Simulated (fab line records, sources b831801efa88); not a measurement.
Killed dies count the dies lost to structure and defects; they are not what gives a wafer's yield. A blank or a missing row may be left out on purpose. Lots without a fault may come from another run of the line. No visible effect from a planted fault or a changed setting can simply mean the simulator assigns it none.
Struck lot and sound lot, side by side    flow sky130    15 out of 708 route steps
Sound: wafers L523.1, L523.2, L523.6. Wafers struck: L531.2, L531.4, L531.5. Last of all comes the cause.
Order at every step that has rows: each side's tool, ch and its chambers, its first start. Under that, the readings that differ: sound wafers    struck wafers    difference of the means    sigmas: that difference in standard deviations of wafers without a fault.
alike: a reading whose means differ by less than 2 such deviations, as well as words and numbers matching on both sides. not compared: withheld readings; readings where some wafer has no value; bounds like >300 that might hide an equal value; numbers whose values overlap and for which the record gives no deviation.
The two part at a step that has a row with sigmas, a row that says differs or no value, or rows on one side only. When numbers do not overlap yet have no deviation, they are printed without sigmas and do not part them. A reading that every wafer of one side lacks parts them only if that side has two wafers or more.

SKY_METAL3_STRIP_19: strips in O2/N2.
  sound on plasmaAsher-02 ch 0,1, day 40 00:37; struck on plasmaAsher-03 ch 0,1, day 42 13:11
  alike: drypumpMotorCurrentA, oesProductAu, stripTimeToEndpointS
  not compared: rfHoursCounterH
then, 4 steps without rows for these wafers: SKY_METAL3_STRIP_20 (strips in post etch residue remover, time 1200 s); SKY_METAL3_CLEAN_21 (cleans in IPA, time 180 s); SKY_METAL3_CLEAN_22 (cleans in O3/DIW); SKY_VIA3_HDPCVD_00 (deposits SiO2, target thk 1635 nm, time 272.5 s).
SKY_VIA3_THK_MEAS_01:
  sound on filmMetro-02 at day 40 01:24; struck on filmMetro-04 at day 42 13:59
  alike: VIA3_HDPCVD_THK
SKY_VIA3_CMP_02: polishes SiO2.
  sound on cmp-02 ch 0,1, day 40 01:31; struck on cmp-01 ch 2,3, day 42 14:02
  alike: motorCurrentA
SKY_VIA3_BOW_MEAS_03:
  sound on filmMetro-01 at day 40 01:46; struck on filmMetro-02 at day 42 14:22
  alike: VIA3_BOW
then, 4 steps without rows for these wafers: SKY_VIA3_DEHYDRATE_04 (time 60 s); SKY_VIA3_HMDS_05 (prime time 60 s); SKY_VIA3_COAT_06 (resist thk 60 nm); SKY_VIA3_COAT_07 (resist thk 450 nm).
SKY_VIA3_SOFTBAKE_08: time 90 s.
  sound on lithoTrack-03 ch 0, day 40 14:00; struck on lithoTrack-03 ch 0, day 43 01:00
reading                sound              struck             difference  sigmas
exhaustPa (Pa)         43.2 43.5 43.8     45.6 45.8 46.6     +2.5        +3
heaterPowerTotalW (W)  57.35 57.50 57.38  55.97 56.04 56.14  -1.36       -11
plateTempC (C)         99.89 99.84 99.81  98.38 98.37 98.38  -1.47       -11
then, 1 step without rows for these wafers: SKY_VIA3_EXPOSE_09 (exposes mask VIM3, target cd 200 nm).
-- the record jumps here: 6 days lie between the struck wafers' starts before and after (it left off in module VIA3 and takes up again in module PAD_OPEN, whose first step shown is number 708 of the route) --
SKY_PAD_OPEN_PROBE_99:
  sound on prober-01 at day 47 00:11; struck on prober-01 at day 49 00:31
  alike: defectLimitedYield, killed_at_M0_to_M3, killed_at_M4_up, killedAtContacts, killedAtFrontEnd, killedAtOther, killedDies, killedOpen, killedShort, sort_bin_3_pad_short, sort_bin_5_function, sort_bin_6_memory, sortNPass, sortYieldPct

== WHERE THEY PART ==
Only at SKY_VIA3_SOFTBAKE_08, as far as this record shows. Later steps at which nothing parts them and some readings are alike: SKY_PAD_OPEN_PROBE_99.

WHY: whatever the simulator had introduced
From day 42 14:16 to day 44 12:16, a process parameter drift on lithoTrack-03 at SKY_VIA3_SOFTBAKE_08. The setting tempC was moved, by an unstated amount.
